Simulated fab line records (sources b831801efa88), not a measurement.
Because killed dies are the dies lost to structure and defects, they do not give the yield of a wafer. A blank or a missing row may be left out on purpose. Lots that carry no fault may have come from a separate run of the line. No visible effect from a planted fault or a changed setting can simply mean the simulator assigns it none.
A struck lot beside a sound one / flow gf180mcu / 17 steps out of a route of 602
Sound: these wafers, L796.2, L796.5, L796.6. Struck: wafer L793.4; the same lot's L793.3 was not struck, so it is left out; see the end for the cause.
Each step with rows lists, per side, the tool, then ch with its chambers, then its first start. Under that, the readings that differ: sound wafers / struck wafers / difference of the means / sigmas: that difference in standard deviations of wafers without a fault.
alike: a reading whose means differ by less than 2 such deviations, as well as words and numbers matching on both sides. not compared: withheld readings; readings where some wafer has no value; bounds like >300 that might hide an equal value; numbers whose values overlap and for which the record gives no deviation.
Wherever a step has rows on one side only, a row that says differs or no value, or a row with sigmas, the two part there. When numbers do not overlap yet have no deviation, they are printed without sigmas and do not part them. A reading missing from all wafers of one side parts the sides only when that side holds two or more wafers.

first, 4 steps without rows for these wafers: GF_M1_SOFTBAKE_10 (time 60 s); GF_M1_EXPOSE_11 (exposes mask Metal1, target cd 230 nm); GF_M1_PEB_12 (peb time 90 s); GF_M1_DEVELOP_13 (develop time 60 s).
GF_M1_CD_MEAS_14: the cd target is 230 nm.
  struck on cdSem-01, day 23 10:47; sound on cdSem-01, day 24 02:04
  alike: cdNm
GF_M1_OVL_MEAS_15:
  struck on overlay-02, day 23 10:53; sound on overlay-02, day 24 02:11
reading=M1_OVL (nm); sound=-6 -7 -6; struck=7; difference=+13; sigmas=+3
GF_M1_METAL_ETCH_16: etches the open film in Cl2/BCl3, stops on SiO2, target depth 750.8 nm, time 125.1 s.
  sound on rieMetal-01 ch 0,1, day 24 02:13; struck on rieMetal-04 ch 1, day 23 10:57
reading=chamberPressureMTorr (mTorr); sound=8.063 8.014 8.005; struck=7.984; difference=-0.043; sigmas=-5
reading=drypumpMotorCurrentA (A); sound=5.17 5.75 5.15; struck=5.83; difference=+0.47; sigmas=+2
  alike: oesProductAu, throttleValvePct
  not compared: rfHoursCounterH
GF_M1_STRIP_17: strips in O2/N2.
  sound on plasmaAsher-03 ch 0,1, day 24 02:20; struck on plasmaAsher-01 ch 1, day 23 11:04
  alike: chamberPressureMTorr, drypumpMotorCurrentA, heaterPowerW, oesProductAu, stripTimeToEndpointS
  not compared: rfHoursCounterH
then, 3 steps without rows for these wafers: GF_M1_STRIP_18 (strips in post etch residue remover, time 1200 s); GF_M1_CLEAN_19 (cleans in DIW); GF_V1_CVD_00 (deposits SiO2, target thk 600 nm, time 100 s).
GF_V1_THK_MEAS_01:
  struck on filmMetro-02, day 23 11:44; sound on filmMetro-01, day 24 02:59
  alike: V1_CVD_00_THK
GF_V1_CVD_02: deposits SiO2 from TEOS, target thk 850 nm, time 94.851 s.
  sound on pecvd-01 ch 0,1,2, day 24 03:02; struck on pecvd-03 ch 1, day 23 11:49
reading=runLengthS (s); sound=122.8 123.6 122.3; struck=131.1; difference=+8.2; sigmas=+20
reading=model.SiO2_of_V1_CVD_02.thkNm (nm); sound=839.8 860.1 852.9; struck=921.9; difference=+71.0; sigmas=
  alike: heaterPowerOuterW, heaterPowerW
  not compared: sinceWetCleanH
GF_V1_THK_MEAS_03:
  struck on filmMetro-01, day 23 11:54; sound on filmMetro-03, day 24 03:07
reading=V1_CVD_02_THK (nm); sound=840 860 853; struck=923; difference=+72; sigmas=+6
GF_V1_CMP_04: polishes SiO2.
  sound on cmp-01 ch 0,1, day 24 03:13; struck on cmp-01 ch 0, day 23 11:59
reading=timeToEndpointS (s); sound=77 84 79; struck=110; difference=+30; sigmas=+5
  alike: motorCurrentA, retainingRingPressureFrac
GF_V1_BOW_MEAS_05:
  struck on filmMetro-01, day 23 12:17; sound on filmMetro-01, day 24 03:29
  alike: V1_BOW
after that, 1 step had no rows for these wafers: GF_PASSIVATION_PROBE_99.

WHERE THEY PART
Earliest at GF_M1_OVL_MEAS_15; latest, in this record, at GF_V1_CMP_04. Later steps at which nothing parts them and some readings are alike: GF_V1_BOW_MEAS_05.

WHY: what had been put in by the simulator
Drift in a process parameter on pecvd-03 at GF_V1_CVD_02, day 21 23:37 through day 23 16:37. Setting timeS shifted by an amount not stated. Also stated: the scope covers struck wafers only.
